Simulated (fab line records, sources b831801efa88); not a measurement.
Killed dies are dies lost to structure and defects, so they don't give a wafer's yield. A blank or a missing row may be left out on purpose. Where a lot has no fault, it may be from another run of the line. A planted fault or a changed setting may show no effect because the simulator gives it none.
Struck lot and sound lot, side by side -- flow sky130 -- 22 out of 708 route steps
Sound: these wafers, L826.1, L826.5, L826.6. Struck: wafer L825.3 (L825.1, L825.4, from the same lot, were not struck and are left out); the cause is given at the end.
Each step with rows lists, per side, the tool, then ch with its chambers, then its first start. Under that, the readings that differ: sound wafers -- struck wafers -- difference of the means -- sigmas: that difference in standard deviations of wafers without a fault.
alike: readings with means less than 2 such deviations apart, plus words and numbers identical on both sides. not compared: withheld readings, readings lacking a value on some wafer, bounds such as >300 that could conceal the same value, and numbers that have no deviation in the record and whose values overlap.
Wherever a step has rows on one side only, a row that says differs or no value, or a row with sigmas, the two part there. When numbers do not overlap yet have no deviation, they are printed without sigmas and do not part them. Lack of a reading on every wafer of one side parts them only where that side has two or more wafers.

first, 5 steps without rows for these wafers: SKY_VT_ADJUST_HVTP_COAT_02 (resist thk 1140 nm); SKY_VT_ADJUST_HVTP_SOFTBAKE_03 (time 60 s); SKY_VT_ADJUST_HVTP_EXPOSE_04 (exposes mask HVTPM, target cd 380 nm); SKY_VT_ADJUST_HVTP_PEB_05; SKY_VT_ADJUST_HVTP_DEVELOP_06 (develop time 60 s).
SKY_VT_ADJUST_HVTP_CD_MEAS_07 targets a cd of 380 nm.
  sound on cd_sem-02, day 9 00:49; struck on cd_sem-02, day 8 19:40
  alike: cd_nm
SKY_VT_ADJUST_HVTP_OVL_MEAS_08:
  sound on overlay-02, day 9 00:56; struck on overlay-01, day 8 19:47
  alike: VT_ADJUST_HVTP_OVL
after that, 1 step had no rows for these wafers: SKY_VT_ADJUST_HVTP_IMPLANT_09.
SKY_VT_ADJUST_HVTP_STRIP_10: strips in O2/N2.
  sound on plasma_asher-04 ch 0,1, day 9 01:07; struck on plasma_asher-04 ch 1, day 8 19:58
  alike: drypump_motor_current_A, oes_product_au, strip_time_to_endpoint_s
  not compared: rf_hours_counter_h
SKY_VT_ADJUST_HVTP_TW_MEAS_11:
  sound on film_metro-03, day 9 01:13; struck on film_metro-03, day 8 20:04
  alike: VT_ADJUST_HVTP_TW
then, 2 steps without rows for these wafers: SKY_VT_ADJUST_LVTN_DEHYDRATE_00 (time 60 s); SKY_VT_ADJUST_LVTN_HMDS_01 (prime time 60 s).
SKY_VT_ADJUST_LVTN_COAT_02: resist thk 3000 nm.
  sound on litho_track-03 ch 0, day 9 11:48; struck on litho_track-04 ch 0, day 9 06:52
reading,sound,struck,difference,sigmas
model.coat_of_VT_ADJUST_LVTN_COAT_02.thk_nm (nm),3007 2999 3007,2389,-615,
then, 3 steps without rows for these wafers: SKY_VT_ADJUST_LVTN_SOFTBAKE_03; SKY_VT_ADJUST_LVTN_EXPOSE_04 (exposes mask NWM COMPLEMENT LESS NATIVE, target cd 840 nm); SKY_VT_ADJUST_LVTN_PEB_05.
SKY_VT_ADJUST_LVTN_DEVELOP_06: develop time 60 s.
  sound on litho_track-04 ch 0; struck on litho_track-04 ch 0
reading,sound,struck,difference,sigmas
model.coat_of_VT_ADJUST_LVTN_COAT_02.thk_nm (nm),3002 2995 3003,2385,-615,
SKY_VT_ADJUST_LVTN_OVL_MEAS_07:
  sound on overlay-02, day 9 23:19; struck on overlay-01, day 9 17:55
  alike: VT_ADJUST_LVTN_OVL
after that, 1 step had no rows for these wafers: SKY_VT_ADJUST_LVTN_IMPLANT_08.
SKY_VT_ADJUST_LVTN_STRIP_09: strips in O2/N2.
  sound on plasma_asher-01 ch 0,1, day 9 23:30; struck on plasma_asher-02 ch 1, day 9 18:06
reading,sound,struck,difference,sigmas
strip_time_to_endpoint_s (s),36.98 36.90 36.98,29.88,-7.07,-64
  alike: drypump_motor_current_A, oes_product_au
  not compared: rf_hours_counter_h
SKY_VT_ADJUST_LVTN_TW_MEAS_10:
  sound on film_metro-02, day 9 23:36; struck on film_metro-03, day 9 18:12
  alike: VT_ADJUST_LVTN_TW
after that, 1 step had no rows for these wafers: SKY_PAD_OPEN_PROBE_99.

## WHERE THEY PART
SKY_VT_ADJUST_LVTN_STRIP_09 only, going by this record. Later steps at which nothing parts them and some readings are alike: SKY_VT_ADJUST_LVTN_TW_MEAS_10.

WHY: what the simulator had put in
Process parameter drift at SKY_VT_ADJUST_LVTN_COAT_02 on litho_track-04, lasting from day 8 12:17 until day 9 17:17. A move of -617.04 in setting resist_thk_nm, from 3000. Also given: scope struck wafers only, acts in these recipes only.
